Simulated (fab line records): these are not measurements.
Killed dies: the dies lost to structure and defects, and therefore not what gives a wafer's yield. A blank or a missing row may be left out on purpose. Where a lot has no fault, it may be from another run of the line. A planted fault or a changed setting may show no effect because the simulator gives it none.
fab line records	flow sky130
record: lots: 6	wafers: 18	last_day: 50
route steps=708 shown CONTACT@418 PAD_OPEN@708
lots untouched by any fault: they come from a run of this same line in which no faults occurred
start_h: hours from the record's opening day to when the first of the lot's shown wafers began	wait_h: hours since the lot's step before	" unchanged from the row above	L1.1+2: several wafers, shown together as one row	- no value present, or no start provided	* or withheld: withheld	< > ~ a bound
route shown NAME@n: a module of which the file shows steps, and the number in the route of the first	usual: average and standard deviation across the fault-free wafers	same: alike in all rows	chamber/n: place in a boat	sites: the reading at each site	_std_site: their standard deviation	_edge_site: inner sites' mean taken away from outer sites' mean	radius_mm: for every site, how far away it sits from the centre of the wafer	mask NAME#n: copy n	behind: the tool/chamber that last shaped the wafer	hold: the reason the lot was held/the length of the hold in hours/how it ended	device: names the non-switching transistor (n, p or np)	end of line: tests run on the same wafers once the route is complete	step lacking rows: just its recipe	killed: at the first sort, the dies lost to defects and structure; wafer yield is something else	map: a wafer's dies, marking killed ones x, the rest . and places with no die _
set.NAME: the setting that was run; set.NAME@STEP: the one run at that earlier step	model.NAME: the simulator's own value behind a step, which no gauge read
lots seen at some steps along the route; tables by step, rows by wafer
services: the hour from which a tool's chamber was out of use, counted from the record's first day as start_h (under 0 if before that day), plus the number of hours and why
== steps ==
step: SKY_CONTACT_PEB_12
recipe: peb_temp_c: withheld	peb_time_s: withheld	resist: KrF-thick
step: SKY_CONTACT_DEVELOP_13
recipe: develop_time_s: 60	resist: KrF-thick	dev_temp_c: 21
step: SKY_CONTACT_CD_MEAS_14
recipe: target_cd_nm: 170
usual: cd_nm: 170.0/1.6
lot.wafer	tool	chamber	start_h	wait_h	cd_nm
L407.1	cd_sem-01	-	802.85	-	172.0
L407.3	"	-	"	"	171.2
L407.5	"	-	"	"	172.6
L408.2	cd_sem-01	-	824.19	-	171.1
L408.3	"	-	"	"	171.9
L408.5	"	-	"	"	170.6
L409.3	cd_sem-01	-	826.18	-	170.1
L409.5	"	-	"	"	171.0
L409.6	"	-	"	"	170.0
L415.3	cd_sem-01	-	862.61	-	170.0
L415.4	"	-	"	"	169.2
L415.5	"	-	"	"	170.8
L416.2	cd_sem-01	-	874.02	-	169.7
L416.4	"	-	"	"	168.8
L416.5	"	-	"	"	168.8
L418.2	cd_sem-02	-	889.55	-	170.3
L418.4	"	-	"	"	170.5
L418.5	"	-	"	"	169.3
step: SKY_CONTACT_OVL_MEAS_15
usual: CONTACT_OVL: -2/6.6
lot.wafer	tool	chamber	start_h	wait_h	CONTACT_OVL[nm]
L407.1	overlay-01	-	802.97	0.1	-2
L407.3	"	-	"	"	3
L407.5	"	-	"	"	1
L408.2	overlay-02	-	824.30	0.1	5
L408.3	"	-	"	"	0
L408.5	"	-	"	"	-3
L409.3	overlay-01	-	826.27	0.1	-4
L409.5	"	-	"	"	2
L409.6	"	-	"	"	11
L415.3	overlay-01	-	862.71	0.1	-3
L415.4	"	-	"	"	-7
L415.5	"	-	"	"	-8
L416.2	overlay-01	-	874.13	0.1	0
L416.4	"	-	"	"	1
L416.5	"	-	"	"	1
L418.2	overlay-01	-	889.65	0.1	-9
L418.4	"	-	"	"	-2
L418.5	"	-	"	"	-4
step: SKY_CONTACT_ETCH_16
recipe: chemistry: N2/H2	target: BARC	ion_energy_ev: 200	source_w: 500	bias_w: 100	pressure_mtorr: 30	n2_flow_sccm: 100	h2_flow_sccm: 200	stop_on: SiO2	time_s: 45.9	target_depth_a: 600
usual: chamber_pressure_mTorr: 29.998/0.028	drypump_motor_current_A: 5.6/0.49	oes_product_au: 0.855/0.0053	throttle_valve_pct: 13.223/0.008
same: time_s: 45.9
lot.wafer	tool	chamber	start_h	wait_h	chamber_pressure_mTorr	drypump_motor_current_A	oes_product_au	rf_hours_counter_h	throttle_valve_pct
L407.1	rie_diel-01	1	803.01	0.0	29.953	6.4	0.853	16	13.216
L407.3	"	3	"	"	30.002	6.1	0.848	15	13.236
L407.5	"	1	"	"	30.031	6.4	0.855	-	13.213
L408.2	rie_diel-01	3	824.33	0.0	29.997	6.1	0.861	15	13.219
L408.3	"	1	"	"	29.974	6.5	0.860	17	13.208
L408.5	"	3	"	"	29.988	6.1	0.848	-	13.237
L409.3	rie_diel-03	0	826.29	0.0	29.988	5.8	0.859	21	13.220
L409.5	"	0	"	"	29.947	5.8	0.843	-	13.222
L409.6	"	1	"	"	30.025	5.5	0.858	-	13.211
L415.3	rie_diel-03	1	862.73	0.0	30.027	5.5	0.855	4	13.218
L415.4	"	2	"	"	30.070	5.4	0.857	16	13.219
L415.5	"	2	"	"	29.975	5.4	0.857	-	13.218
L416.2	rie_diel-01	1	874.16	0.0	30.040	6.5	0.865	18	13.229
L416.4	"	2	"	"	29.959	5.3	0.856	8	13.237
L416.5	"	1	"	"	30.015	6.5	0.855	-	13.230
L418.2	rie_diel-02	0	889.68	0.0	30.024	5.1	0.859	20	13.223
L418.4	"	1	"	"	30.003	6.3	0.856	10	13.212
L418.5	"	2	"	"	29.968	5.3	0.851	-	13.228
step: SKY_CONTACT_ETCH_17
recipe: target: SiO2	chemistry: C4F8/O2/Ar	stop_on: Si3N4	mask_material: KrF-thick	source_w: 1500	bias_w: 1200	pressure_mtorr: 40	c4f8_flow_sccm: withheld	O2_flow_sccm: 6	Ar_flow_sccm: 300	time_s: withheld	target_depth_a: 3400
usual: chamber_pressure_mTorr: 40.00/0.033	oes_product_au: 0.891/0.0054
lot.wafer	tool	chamber	start_h	wait_h	chamber_pressure_mTorr	oes_product_au
L407.1	rie_diel-01	1	803.05	0.0	39.99	0.894
L407.3	"	3	"	"	40.02	0.896
L407.5	"	1	"	"	40.06	0.893
L408.2	rie_diel-01	3	824.37	0.0	40.02	0.889
L408.3	"	1	"	"	40.03	0.883
L408.5	"	3	"	"	39.92	0.887
L409.3	rie_diel-03	0	826.34	0.0	39.97	0.896
L409.5	"	0	"	"	39.98	0.899
L409.6	"	1	"	"	40.01	0.894
L415.3	rie_diel-03	1	862.77	0.0	39.98	0.889
L415.4	"	2	"	"	40.02	0.904
L415.5	"	2	"	"	40.02	0.889
L416.2	rie_diel-01	1	874.20	0.0	39.99	0.888
L416.4	"	2	"	"	40.00	0.892
L416.5	"	1	"	"	40.04	0.894
L418.2	rie_diel-02	0	889.72	0.0	39.98	0.896
L418.4	"	1	"	"	40.05	0.890
L418.5	"	2	"	"	40.06	0.889
step: SKY_CONTACT_ETCH_18
recipe: target: Si3N4	chemistry: CHF3/O2	stop_on: TiN	source_w: 600	bias_w: 200	pressure_mtorr: 40	chf3_flow_sccm: 50	O2_flow_sccm: 5	time_s: 39	target_depth_a: 750
usual: chamber_pressure_mTorr: 40.00/0.035	drypump_motor_current_A: 5.6/0.49	oes_product_au: 0.856/0.0075	throttle_valve_pct: 8.794/0.0083
same: time_s: 39
lot.wafer	tool	chamber	start_h	wait_h	chamber_pressure_mTorr	drypump_motor_current_A	oes_product_au	rf_hours_counter_h	throttle_valve_pct
L407.1	rie_diel-01	1	-	-	39.96	6.4	0.866	16	8.782
L407.3	"	3	"	"	40.04	6.0	0.857	15	8.787
L407.5	"	1	"	"	39.99	6.4	0.876	-	8.791
L408.2	rie_diel-01	3	-	-	40.02	6.0	0.853	16	8.783
L408.3	"	1	"	"	39.97	6.4	0.861	17	8.793
L408.5	"	3	"	"	39.95	6.1	0.871	-	8.787
L409.3	rie_diel-03	0	-	-	39.91	5.8	0.863	21	8.792
L409.5	"	0	"	"	39.89	5.8	0.852	-	8.803
L409.6	"	1	"	"	39.96	5.5	0.859	-	8.775
L415.3	rie_diel-03	1	-	-	40.07	5.5	0.859	4	8.797
L415.4	"	2	"	"	39.93	5.4	0.862	17	8.787
L415.5	"	2	"	"	40.00	5.4	0.862	-	8.796
L416.2	rie_diel-01	1	-	-	39.96	6.5	0.855	18	8.792
L416.4	"	2	"	"	40.00	5.3	0.865	8	8.805
L416.5	"	1	"	"	40.03	6.4	0.862	-	8.800
L418.2	rie_diel-02	0	-	-	39.99	5.1	0.842	20	8.780
L418.4	"	1	"	"	39.98	6.3	0.857	10	8.803
L418.5	"	2	"	"	39.98	5.3	0.851	-	8.801
step: SKY_CONTACT_STRIP_19
recipe: chemistry: O2/N2	power_w: 1400	pressure_mtorr: 1500	platen_temp_c: withheld	o2_flow_sccm: 3000	n2_flow_sccm: 300	overash_fraction: 0.5
usual: chamber_pressure_mTorr: 1500.2/1.4	drypump_motor_current_A: 5.9/0.6	oes_product_au: 0.381/0.0049	strip_time_to_endpoint_s: 3.62/0.051
lot.wafer	tool	chamber	start_h	wait_h	chamber_pressure_mTorr	drypump_motor_current_A	oes_product_au	rf_hours_counter_h	strip_time_to_endpoint_s
L407.1	plasma_asher-04	1	803.14	-	1501.0	5.8	0.378	6	3.60
L407.3	"	0	"	"	1501.5	6.6	0.383	-	3.66
L407.5	"	0	"	"	1501.3	6.7	0.377	-	3.59
L408.2	plasma_asher-02	0	824.46	-	1498.8	5.0	0.387	99	3.71
L408.3	"	0	"	"	1501.6	5.0	0.377	-	3.60
L408.5	"	0	"	"	1498.7	5.0	0.386	-	3.69
L409.3	plasma_asher-02	1	826.46	-	1500.9	6.0	0.381	-	3.66
L409.5	"	0	"	"	1496.1	4.9	0.386	-	3.65
L409.6	"	1	"	"	1501.3	6.1	0.380	-	3.61
L415.3	plasma_asher-04	1	862.90	-	1498.4	5.8	0.377	-	3.60
L415.4	"	0	"	"	1502.2	6.6	0.380	-	3.67
L415.5	"	0	"	"	1502.8	6.6	0.378	-	3.64
L416.2	plasma_asher-02	1	874.29	-	1499.3	6.1	0.370	105	3.59
L416.4	"	0	"	"	1498.6	5.0	0.375	-	3.58
L416.5	"	0	"	"	1499.7	5.0	0.384	-	3.61
L418.2	plasma_asher-02	0	889.81	-	1500.6	5.0	0.387	106	3.67
L418.4	"	0	"	"	1500.2	5.0	0.376	-	3.63
L418.5	"	1	"	"	1499.9	6.0	0.372	-	3.52
step: SKY_CONTACT_STRIP_20
recipe: chemistry: post_etch_residue_remover	time_s: 1200	temp_c: 72.5
step: SKY_CONTACT_CLEAN_21
recipe: chemistry: IPA	time_s: 180	temp_c: 25
step: SKY_CONTACT_CLEAN_22
recipe: chemistry: O3/DIW	dry: n2_spin
step: SKY_CONTACT_SPUTTER_23
recipe: material: TiN	target_thk_nm: 20	chamber_pressure_pa: 5	power_w: 4000	time_s: 80
usual: throttle_valve_pct: 30.1/0.92
same: time_s: 80
lot.wafer	tool	chamber	start_h	wait_h	throttle_valve_pct
L407.1	pvd_sputter-04	-	803.73	0.0	30.3
L407.3	"	-	"	"	30.8
L407.5	"	-	"	"	30.9
L408.2	pvd_sputter-03	-	825.05	0.0	29.0
L408.3	"	-	"	"	29.9
L408.5	"	-	"	"	29.1
L409.3	pvd_sputter-03	-	827.06	0.0	29.0
L409.5	"	-	"	"	29.2
L409.6	"	-	"	"	29.2
L415.3	pvd_sputter-04	-	863.50	0.0	29.6
L415.4	"	-	"	"	31.1
L415.5	"	-	"	"	31.1
L416.2	pvd_sputter-03	-	875.32	0.0	29.0
L416.4	"	-	"	"	29.3
L416.5	"	-	"	"	29.3
L418.2	pvd_sputter-03	-	890.40	0.0	29.2
L418.4	"	-	"	"	29.1
L418.5	"	-	"	"	29.0
step: SKY_CONTACT_CVD_24
recipe: material: W	target_thk_nm: 340	time_s: 102.12	temp_c: 400	pressure_torr: 40
usual: chamber_pressure_Torr: 39.98/0.099	heater_power_outer_w: 567/28	heater_power_w: 913/25	time_s: 102.12/0
lot.wafer	tool	chamber	start_h	wait_h	chamber_pressure_Torr	heater_power_outer_w	heater_power_w	time_s
L407.1	cvd_w-02	1	803.79	0.0	39.84	525	947	102.12
L407.3	"	1	"	"	39.92	528	940	102.12
L407.5	"	1	"	"	40.20	526	933	102.12
L408.2	cvd_w-01	0	825.12	0.0	-	-	-	-
L408.3	"	1	"	"	-	-	-	-
L408.5	"	0	"	"	-	-	-	-
L409.3	cvd_w-01	1	827.16	0.1	-	-	-	-
L409.5	"	1	"	"	-	-	-	-
L409.6	"	0	"	"	-	-	-	-
L415.3	cvd_w-02	0	863.60	0.1	40.03	590	902	102.12
L415.4	"	1	"	"	40.12	554	924	102.12
L415.5	"	1	"	"	39.96	536	949	102.12
L416.2	cvd_w-02	1	875.38	0.0	39.92	542	916	102.12
L416.4	"	1	"	"	39.84	520	921	102.12
L416.5	"	1	"	"	39.83	527	922	102.12
L418.2	cvd_w-01	1	890.47	0.0	40.08	569	874	102.12
L418.4	"	0	"	"	40.04	593	929	102.12
L418.5	"	0	"	"	39.85	608	946	102.12
step: SKY_CONTACT_RS_MEAS_25
recipe: thk_meas_gauge: four-point-probe	reads: W_of_CONTACT_CVD_24+TiN_of_CONTACT_SPUTTER_23
usual: CONTACT_W_RS: 0.337/0.0036
lot.wafer	tool	chamber	start_h	wait_h	CONTACT_W_RS[ohm/sq]
L407.1	film_metro-04	-	803.90	0.1	0.332
L407.3	"	-	"	"	0.331
L407.5	"	-	"	"	0.331
L408.2	film_metro-04	-	825.25	0.1	58.014
L408.3	"	-	"	"	58.294
L408.5	"	-	"	"	58.839
L409.3	film_metro-01	-	827.27	0.1	58.731
L409.5	"	-	"	"	58.459
L409.6	"	-	"	"	58.976
L415.3	film_metro-01	-	863.71	0.1	0.336
L415.4	"	-	"	"	0.332
L415.5	"	-	"	"	0.332
L416.2	film_metro-02	-	875.51	0.1	0.337
L416.4	"	-	"	"	0.334
L416.5	"	-	"	"	0.331
L418.2	film_metro-04	-	890.60	0.1	0.341
L418.4	"	-	"	"	0.336
L418.5	"	-	"	"	0.338
step: SKY_CONTACT_THK_MEAS_26
recipe: thk_meas_gauge: xrf	reads: W_of_CONTACT_CVD_24
usual: CONTACT_W_THK: 342/6.6
lot.wafer	tool	chamber	start_h	wait_h	CONTACT_W_THK[nm]
L407.1	film_metro-04	-	804.02	0.1	351
L407.3	"	-	"	"	350
L407.5	"	-	"	"	348
L408.2	film_metro-04	-	825.36	0.1	<0
L408.3	"	-	"	"	<0
L408.5	"	-	"	"	<0
L409.3	film_metro-01	-	827.37	0.1	-
L409.5	"	-	"	"	<0
L409.6	"	-	"	"	-
L415.3	film_metro-01	-	863.81	0.1	353
L415.4	"	-	"	"	353
L415.5	"	-	"	"	355
L416.2	film_metro-02	-	875.62	0.1	334
L416.4	"	-	"	"	338
L416.5	"	-	"	"	340
L418.2	film_metro-04	-	890.71	0.1	334
L418.4	"	-	"	"	340
L418.5	"	-	"	"	337
step: SKY_CONTACT_CMP_27
recipe: stop_on: SiO2	t_overpolish_s: 15	down_force_psi: 3.5	platen_rpm: 60	target_thk_nm: 0	pad_velocity_m_s: 0.94248
usual: head_pressure_psi: 3.501/0.0077	motor_current_A: 11.3/1.3	time_to_endpoint_s: 81/4.2
lot.wafer	tool	chamber	start_h	wait_h	head_pressure_psi	motor_current_A	time_to_endpoint_s
L407.1	cmp-02	1	804.18	0.1	3.505	10.4	86
L407.3	"	2	"	"	3.493	9.8	80
L407.5	"	0	"	"	3.506	12.3	81
L408.3	cmp-01	1	825.46	0.1	3.501	11.2	8
L408.2	"	2	"	"	3.492	13.5	2
L408.5	"	0	"	"	3.515	13.0	4
L409.3	cmp-02	1	827.41	0.0	3.507	11.4	10
L409.5	"	1	"	"	3.498	11.2	6
L409.6	"	2	"	"	3.504	9.7	4
L415.4	cmp-02	1	863.90	0.1	3.505	11.4	88
L415.3	"	3	"	"	3.503	9.8	80
L415.5	"	0	"	"	3.504	12.8	82
L416.4	cmp-01	2	875.67	0.0	3.504	13.3	77
L416.2	"	3	"	"	3.508	10.5	84
L416.5	"	3	"	"	3.513	10.9	86
L418.4	cmp-01	3	890.76	0.0	3.510	10.7	83
L418.2	"	2	"	"	3.512	13.4	76
L418.5	"	3	"	"	3.507	10.8	83
step: SKY_PAD_OPEN_PROBE_99
usual: killed_at_M0_to_M3: 44/7.4	killed_at_M4_up: 3.0/1.8	killed_at_contacts: 24/5.1	killed_at_front_end: 15/4.3	killed_at_other: 0.3/0.54	killed_dies: 86/9.9	killed_on_rim: 17/3.9	killed_open: 47/7.1	killed_short: 38/6.7
same: gross_dies: 492	killed_at_back_side: 0
lot.wafer	tool	chamber	start_h	wait_h	killed_at_M0_to_M3	killed_at_M4_up	killed_at_contacts	killed_at_front_end	killed_at_other	killed_dies	killed_on_rim	killed_open	killed_short
L408.2	prober-01	-	1144.03	0.1	51	3	421	17	0	492	96	68	35
L408.3	prober-01	-	1144.08	0.2	47	4	432	9	0	492	96	50	37
L408.5	prober-01	-	1144.18	0.2	58	3	415	16	0	492	96	56	42
L409.3	prober-02	-	1145.85	0.2	49	3	421	19	0	492	96	56	42
L409.5	prober-02	-	1145.95	0.2	46	3	433	10	0	492	96	41	40
L409.6	prober-02	-	1146.00	0.2	33	3	445	11	0	492	96	50	30
L416.2	prober-01	-	1179.31	0.1	61	3	27	11	0	102	17	57	45
L416.4	prober-01	-	1179.41	0.2	40	2	27	10	0	79	16	46	33
L416.5	prober-01	-	1179.46	0.2	46	1	33	20	1	101	22	55	46
killed by level:class
L408.2 CONTACT:area_cvd=389 VIA1:geometric_particle:open=21 CONTACT:geometric_particle:open=14 LI_CONTACT:geometric_particle:open=7 FIELD_ISO:geometric_particle:open=6 METAL1:geometric_particle:short=6 VIA3:geometric_particle:short=5 VIA3:geometric_particle:open=5
L408.3 CONTACT:area_cvd=405 VIA1:geometric_particle:open=10 CONTACT:geometric_particle:open=9 METAL2:geometric_particle:short=8 METAL1:geometric_particle:short=6 LI_CONTACT:geometric_particle:open=6 VIA3:geometric_particle:open=6 LOCAL_INTERCONNECT:geometric_particle:short=5
L408.5 CONTACT:area_cvd=394 VIA1:geometric_particle:open=14 LI_CONTACT:geometric_particle:open=8 VIA3:geometric_particle:open=7 VIA2:geometric_particle:open=7 METAL2:geometric_particle:short=6 FIELD_ISO:geometric_particle:open=5 CONTACT:geometric_particle:open=5
L409.3 CONTACT:area_cvd=394 VIA2:geometric_particle:open=12 VIA1:geometric_particle:open=10 LI_CONTACT:geometric_particle:open=9 POLY_GATE:geometric_particle:short=7 CONTACT:geometric_particle:short=6 POLY_GATE:geometric_particle:open=6 LI_CONTACT:geometric_particle:short=5
L409.5 CONTACT:area_cvd=411 CONTACT:geometric_particle:open=8 CONTACT:geometric_particle:short=8 VIA1:geometric_particle:open=8 VIA2:geometric_particle:open=8 METAL1:geometric_particle:short=7 VIA1:geometric_particle:short=5 VIA3:geometric_particle:open=5
L409.6 CONTACT:area_cvd=412 CONTACT:geometric_particle:open=12 LI_CONTACT:geometric_particle:open=9 VIA1:geometric_particle:open=9 LOCAL_INTERCONNECT:geometric_particle:short=6 VIA3:geometric_particle:open=5 VIA1:geometric_particle:short=4 FIELD_ISO:geometric_particle:open=3
L416.2 VIA1:geometric_particle:open=12 CONTACT:geometric_particle:open=11 VIA2:geometric_particle:open=9 VIA3:geometric_particle:open=8 METAL2:geometric_particle:short=7 LI_CONTACT:geometric_particle:open=6 METAL1:geometric_particle:short=5 VIA1:geometric_particle:short=5
L416.4 CONTACT:geometric_particle:open=13 VIA1:geometric_particle:open=9 VIA3:geometric_particle:open=7 VIA1:geometric_particle:short=6 LOCAL_INTERCONNECT:geometric_particle:short=6 VIA2:geometric_particle:open=6 CONTACT:geometric_particle:short=5 METAL2:geometric_particle:short=5
L416.5 CONTACT:geometric_particle:open=16 METAL2:geometric_particle:short=11 VIA1:geometric_particle:open=9 CONTACT:geometric_particle:short=7 POLY_GATE:geometric_particle:open=6 VIA3:geometric_particle:open=5 VIA2:geometric_particle:open=5 VIA2:geometric_particle:short=5
map L408.2 (x killed, . not)
__________xxxxxxxxxx_________
________xxxxxxxxxxxxxx_______
______xxxxxxxxxxxxxxxxxx_____
_____xxxxxxxxxxxxxxxxxxxx____
____xxxxxxxxxxxxxxxxxxxxxx___
___xxxxxxxxxxxxxxxxxxxxxxxx__
__xxxxxxxxxxxxxxxxxxxxxxxxxx_
_xxxxxxxxxxxxxxxxxxxxxxxxxxxx
_xxxxxxxxxxxxxxxxxxxxxxxxxxxx
_xxxxxxxxxxxxxxxxxxxxxxxxxxxx
_xxxxxxxxxxxxxxxxxxxxxxxxxxxx
_xxxxxxxxxxxxxxxxxxxxxxxxxxxx
_xxxxxxxxxxxxxxxxxxxxxxxxxxxx
_xxxxxxxxxxxxxxxxxxxxxxxxxxxx
_xxxxxxxxxxxxxxxxxxxxxxxxxxxx
__xxxxxxxxxxxxxxxxxxxxxxxxxx_
___xxxxxxxxxxxxxxxxxxxxxxxx__
____xxxxxxxxxxxxxxxxxxxxxx___
_____xxxxxxxxxxxxxxxxxxxx____
______xxxxxxxxxxxxxxxxxx_____
________xxxxxxxxxxxxxx_______
__________xxxxxxxxxx_________
map L409.3 (x killed, . not)
__________xxxxxxxxxx_________
________xxxxxxxxxxxxxx_______
______xxxxxxxxxxxxxxxxxx_____
_____xxxxxxxxxxxxxxxxxxxx____
____xxxxxxxxxxxxxxxxxxxxxx___
___xxxxxxxxxxxxxxxxxxxxxxxx__
__xxxxxxxxxxxxxxxxxxxxxxxxxx_
_xxxxxxxxxxxxxxxxxxxxxxxxxxxx
_xxxxxxxxxxxxxxxxxxxxxxxxxxxx
_xxxxxxxxxxxxxxxxxxxxxxxxxxxx
_xxxxxxxxxxxxxxxxxxxxxxxxxxxx
_xxxxxxxxxxxxxxxxxxxxxxxxxxxx
_xxxxxxxxxxxxxxxxxxxxxxxxxxxx
_xxxxxxxxxxxxxxxxxxxxxxxxxxxx
_xxxxxxxxxxxxxxxxxxxxxxxxxxxx
__xxxxxxxxxxxxxxxxxxxxxxxxxx_
___xxxxxxxxxxxxxxxxxxxxxxxx__
____xxxxxxxxxxxxxxxxxxxxxx___
_____xxxxxxxxxxxxxxxxxxxx____
______xxxxxxxxxxxxxxxxxx_____
________xxxxxxxxxxxxxx_______
__________xxxxxxxxxx_________
== services ==
tool	chamber	start_h	hours	kind
rie_diel-01	0	779.57	4.4	repair
cvd_w-02	-	781.59	0.7	repair
pvd_sputter-03	-	806.48	2.3	repair
rie_diel-03	3	809.02	-	clean
rie_diel-03	3	809.02	30.7	scheduled_down
rie_diel-03	3	809.02	30.7	vent_cycle
cmp-01	-	815.94	5.0	pm
rie_diel-02	1	816.48	4.5	repair
cvd_w-01	-	817.25	6.9	pm
cmp-02	-	828.95	2.5	repair
plasma_asher-04	-	831.18	0.7	repair
pvd_sputter-03	3	832.59	-	consumable_replace:kit
pvd_sputter-03	3	832.59	18.0	scheduled_down
pvd_sputter-03	3	832.59	18.0	vent_cycle
cmp-01	-	841.28	1.0	repair
rie_diel-03	-	842.47	14.6	pm
plasma_asher-04	-	843.39	2.7	repair
plasma_asher-02	-	874.67	2.9	repair
== key ==
first_sign: step: SKY_CONTACT_CVD_24	reading: tool_record	direction: missing
effect: step: SKY_CONTACT_RS_MEAS_25	reading: CONTACT_W_RS	direction: up	sigmas: 99+	usual: 0.337	struck: 58.552
effect: step: SKY_CONTACT_THK_MEAS_26	reading: CONTACT_W_THK	direction: down	sigmas: 52	usual: 342	struck: <0
effect: step: SKY_CONTACT_CMP_27	reading: time_to_endpoint_s	direction: down	sigmas: 18	usual: *	struck: *
effect: step: SKY_PAD_OPEN_PROBE_99	reading: killed_at_contacts	direction: up	sigmas: 79	usual: 24	struck: 428
more_kills_born_at: SKY_CONTACT_CVD_24@cvd_w-01: 2397
met_at SKY_CONTACT_CVD_24
struck_wafers L408.2,L408.3,L408.5,L409.3,L409.5,L409.6
later_rows_left_out L408.2,L408.3,L408.5,L409.3,L409.5,L409.6
tester_left_out L408,L409
fault: kind: skipped_step_whole	tool: cvd_w-01	chamber: -	onset_h: 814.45	steps: SKY_CONTACT_CVD_24	scope: struck_lots_only
tester_left_out: of these lots the tester's yield and bins aren't shown, on N5 and GAA mostly nor the transistor test; their killed dies are dies lost to structure and defects alone, not to doping, threshold or leakage, so they don't give the yield
later_rows_left_out: the simulator's readings of these wafers behind a module that went badly wrong aren't trusted and aren't shown, but for the sort
